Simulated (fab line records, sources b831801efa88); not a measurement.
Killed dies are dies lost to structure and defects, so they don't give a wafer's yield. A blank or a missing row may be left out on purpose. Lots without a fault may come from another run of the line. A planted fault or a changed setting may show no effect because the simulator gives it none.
Which tool did it? | flow sky130 | 11 lots, 33 wafers sampled, at 3 steps of a route of 708

WHAT THE GAUGES READ, wafer by wafer
SKY_VIA4_THK_MEAS_20: measures by xrf.
lot  | measured     | on            | VIA4_W_THK (nm)
L846 | day 42 20:58 | film_metro-02 | 507 513 504
L847 | day 42 21:19 | film_metro-03 | 514 508 508
L848 | day 43 00:34 | film_metro-03 | 510 512 511
L849 | day 43 20:00 | film_metro-02 | 513 516 521
L853 | day 44 23:38 | film_metro-03 | 514 520 516
L856 | day 45 15:53 | film_metro-01 | 500 497 504
L860 | day 46 17:45 | film_metro-02 | 519 526 529
L861 | day 47 04:41 | film_metro-01 | 509 512 512
L865 | day 47 22:06 | film_metro-01 | 514 508 516
L867 | day 47 23:20 | film_metro-02 | 508 516 518
L868 | day 48 08:47 | film_metro-03 | 511 523 503

WHICH TOOL RAN EACH LOT (tool, then ch and the chambers of the sampled wafers, then the start)
lot  | SKY_VIA2_ETCH_14                   | SKY_METAL4_ETCH_16
L846 | rie_diel-01 ch 0,1,3, day 36 06:45 | rie_metal-03 ch 0,1, day 41 18:44
L847 | rie_diel-02 ch 0,1, day 36 09:24   | rie_metal-01 ch 0,1, day 41 19:47
L848 | rie_diel-04 ch 1,2, day 36 14:36   | rie_metal-04 ch 0, day 41 23:14
L849 | rie_diel-02 ch 2,3, day 37 08:15   | rie_metal-01 ch 0,1, day 42 18:20
L853 | rie_diel-01 ch 0,1, day 38 14:57   | rie_metal-03 ch 0, day 43 21:29
L856 | rie_diel-01 ch 0,2, day 39 11:12   | rie_metal-01 ch 0, day 44 15:56
L860 | rie_diel-04 ch 1,2,3, day 40 17:09 | rie_metal-04 ch 0,1, day 45 19:14
L861 | rie_diel-04 ch 0,1,2, day 41 08:15 | rie_metal-03 ch 0, day 46 05:53
L865 | rie_diel-04 ch 0,2,3, day 42 04:48 | rie_metal-01 ch 0,1, day 47 00:00
L867 | rie_diel-01 ch 0,1,3, day 42 08:10 | rie_metal-04 ch 0,1, day 47 01:05
L868 | rie_diel-01 ch 0,1,3, day 42 18:40 | rie_metal-03 ch 0,1, day 47 11:03
- SKY_VIA2_ETCH_14: etches BARC in N2/H2, stops on SiO2, time 45.9 s, target depth 60 nm.
- SKY_METAL4_ETCH_16: etches BARC in N2/H2, stops on SiO2, time 88.2 s, target depth 60 nm.

THE ANSWER, worked out from the rows above alone
Rule: what is usual is taken from the lots themselves. Put in order of their means at a reading, lots are off if they are a third of the lots or fewer, leave a main group of 4 or more, and stand apart from it by a gap of 3 or more times the standard deviation of the main group's means; of several such gaps the widest counts. A main group whose means are all the same, to the digits that the tables above print for the reading, isn't used. A lot without any number at a reading at which 4 lots or more have one is off too. The other lots that the step has rows for count as sound.
No lot is off at any reading shown: from this, nothing can be told.

WHAT THE SIMULATOR HAD PUT IN
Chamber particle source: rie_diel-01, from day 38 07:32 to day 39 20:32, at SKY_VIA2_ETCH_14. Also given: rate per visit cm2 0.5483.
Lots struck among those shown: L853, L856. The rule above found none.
